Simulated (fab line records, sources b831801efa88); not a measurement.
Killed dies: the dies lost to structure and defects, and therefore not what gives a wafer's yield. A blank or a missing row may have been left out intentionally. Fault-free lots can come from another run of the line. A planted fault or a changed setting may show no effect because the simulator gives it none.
A struck lot beside a sound one + flow sky130 + 44 out of 708 route steps
Sound: the wafers L174.1, L174.2, L174.6. Struck: wafers L194.1, L194.2, L194.3. Last of all comes the cause.
For every step that has rows: the tool of each side, followed by ch and its chambers, followed by its first start. Under that, the readings that differ: sound wafers + struck wafers + difference of the means + sigmas: that difference in standard deviations of wafers without a fault.
alike: readings with means less than 2 such deviations apart, plus words and numbers identical on both sides. not compared: withheld readings, readings lacking a value on some wafer, bounds such as >300 that could conceal the same value, and numbers that have no deviation in the record and whose values overlap.
The two part at a step that has a row with sigmas, a row that says differs or no value, or rows on one side only. Numbers that don't overlap but have no deviation are shown without sigmas and don't part them. A reading missing from all wafers of one side parts the sides only when that side holds two or more wafers.

first, 2 steps without rows for these wafers: SKY_DNWELL_DEVELOP_06 (develop time 60 s); SKY_DNWELL_IMPLANT_07.
SKY_DNWELL_STRIP_08: strips in O2/N2.
  sound on plasma asher-04 ch 0,1, day 4 00:27; struck on plasma asher-04 ch 0,1, day 8 12:08
  alike: drypump motor current A, oes product au, strip time to endpoint s
  not compared: rf hours counter h
SKY_DNWELL_TW_MEAS_09:
  sound: film metro-04 at day 4 00:33; struck: film metro-01 at day 8 12:14
  alike: DNWELL_TW
then, 7 steps without rows for these wafers: SKY_PWDE_DEHYDRATE_00 (time 60 s); SKY_PWDE_HMDS_01 (prime time 60 s); SKY_PWDE_COAT_02 (resist thk 3000 nm); SKY_PWDE_SOFTBAKE_03; SKY_PWDE_EXPOSE_04 (exposes mask PWDEM, target cd 840 nm); SKY_PWDE_PEB_05; SKY_PWDE_DEVELOP_06 (develop time 60 s).
SKY_PWDE_OVL_MEAS_07:
  sound: overlay-01 at day 4 18:02; struck: overlay-02 at day 9 10:33
  alike: PWDE_OVL
SKY_PWDE_IMPLANT_08:
  sound on implanter-04 ch 0, day 4 18:04; struck on implanter-02 ch 0, day 9 10:35
| reading       | sound                       | struck                        | difference | sigmas |
|---------------|-----------------------------|-------------------------------|------------|--------|
| dose ions cm2 | 3.598e+12 3.6e+12 3.597e+12 | 3.513e+12 3.511e+12 3.514e+12 | -8.567e+10 | -21    |
SKY_PWDE_STRIP_09: strips in O2/N2.
  sound on plasma asher-01 ch 0,1, day 4 18:13; struck on plasma asher-01 ch 0,1, day 9 10:44
  alike: drypump motor current A, oes product au, strip time to endpoint s
  not compared: rf hours counter h
SKY_PWDE_TW_MEAS_10:
  sound: film metro-01 at day 4 18:19; struck: film metro-04 at day 9 10:50
  alike: PWDE_TW
then, 7 steps without rows for these wafers: SKY_NWELL_DEHYDRATE_03 (time 60 s); SKY_NWELL_HMDS_04 (prime time 60 s); SKY_NWELL_COAT_05 (resist thk 3000 nm); SKY_NWELL_SOFTBAKE_06; SKY_NWELL_EXPOSE_07 (exposes mask NWM, target cd 840 nm); SKY_NWELL_PEB_08; SKY_NWELL_DEVELOP_09 (develop time 62.75 s).
SKY_NWELL_OVL_MEAS_10:
  sound: overlay-01 at day 5 12:18; struck: overlay-02 at day 10 09:33
| reading           | sound        | struck      | difference | sigmas |
|-------------------|--------------|-------------|------------|--------|
| NWELL_00_OVL (nm) | 0.4 1.0 -0.3 | 4.2 6.2 3.5 | +4.3       | +3     |
then, 3 steps without rows for these wafers: SKY_NWELL_IMPLANT_11; SKY_NWELL_IMPLANT_12; SKY_NWELL_IMPLANT_13.
SKY_NWELL_STRIP_14: strips in O2/N2.
  sound on plasma asher-01 ch 0,1, day 5 12:47; struck on plasma asher-02 ch 0,1, day 10 10:02
| reading                      | sound             | struck            | difference | sigmas |
|------------------------------|-------------------|-------------------|------------|--------|
| strip time to endpoint s (s) | 36.85 36.81 36.72 | 36.89 37.12 37.02 | +0.22      | +2     |
  alike: drypump motor current A, oes product au
  not compared: rf hours counter h
SKY_NWELL_TW_MEAS_15:
  sound: film metro-01 at day 5 12:53; struck: film metro-01 at day 10 10:08
  alike: NWELL_TW
then, 7 steps without rows for these wafers: SKY_NWELL_DEHYDRATE_16 (time 60 s); SKY_NWELL_HMDS_17 (prime time 60 s); SKY_NWELL_COAT_18 (resist thk 3000 nm); SKY_NWELL_SOFTBAKE_19; SKY_NWELL_EXPOSE_20 (exposes mask NWM COMPLEMENT, target cd 840 nm); SKY_NWELL_PEB_21; SKY_NWELL_DEVELOP_22 (develop time 60 s).
SKY_NWELL_OVL_MEAS_23:
  sound: overlay-02 at day 6 07:59; struck: overlay-02 at day 11 08:54
  alike: NWELL_01_OVL
next, for these wafers, 1 step has no rows: SKY_NWELL_IMPLANT_24.
SKY_NWELL_STRIP_25: strips in O2/N2.
  sound on plasma asher-02 ch 0,1, day 6 08:10; struck on plasma asher-01 ch 0,1, day 11 09:05
  alike: drypump motor current A, oes product au, strip time to endpoint s
  not compared: rf hours counter h
SKY_NWELL_TW_MEAS_26:
  sound: film metro-04 at day 6 08:16; struck: film metro-02 at day 11 09:11
  alike: NWELL_2_TW
then, 1 step without rows for these wafers: SKY_NWELL_CLEAN_27 (cleans in SC1/SC2, time 150 s).
SKY_NWELL_RTA_28: time 30 s.
  sound on rtp anneal-02 ch 0, day 6 08:23; struck on rtp anneal-01 ch 0, day 11 09:18
  alike: lamp power pct, wafer_temp_C_max
SKY_NWELL_RS_MEAS_29: the measuring method here is four-point-probe.
  sound: film metro-02 at day 6 08:29; struck: film metro-04 at day 11 09:24
  alike: NWELL_RS
SKY_NWELL_RS_MEAS_31: the measuring method here is four-point-probe.
  sound: film metro-02 at day 6 08:44; struck: film metro-04 at day 11 09:38
| reading          | sound          | struck         | difference | sigmas |
|------------------|----------------|----------------|------------|--------|
| PWDE_RS (ohm/sq) | 5257 5288 5260 | 5374 5375 5383 | +109       | +7     |
-- the record jumps here: 40 days lie between the struck wafers' starts before and after (it left off in module NWELL and takes up again in module PAD_OPEN, whose first step shown is number 708 of the route) --
SKY_PAD_OPEN_PROBE_99:
  sound: prober-02 at day 47 14:33; struck: prober-01 at day 51 19:23
| reading                                   | sound          | struck         | difference | sigmas |
|-------------------------------------------|----------------|----------------|------------|--------|
| model.etest.res pwde under gate.rs ohm sq | 6153 6182 6117 | 6364 6332 6450 | +231       |        |
  alike: killed_at_M0_to_M3, killed_at_M4_up, killed at contacts, killed at front end, killed at other, killed dies, killed open, killed short

WHERE THEY PART
First at SKY_PWDE_IMPLANT_08; last, within this record, at SKY_NWELL_RS_MEAS_31. Later steps at which nothing parts them and some readings are alike: SKY_PAD_OPEN_PROBE_99.

WHY: what the simulator had put in
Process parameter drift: implanter-02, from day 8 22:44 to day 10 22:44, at SKY_PWDE_IMPLANT_08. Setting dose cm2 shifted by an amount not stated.
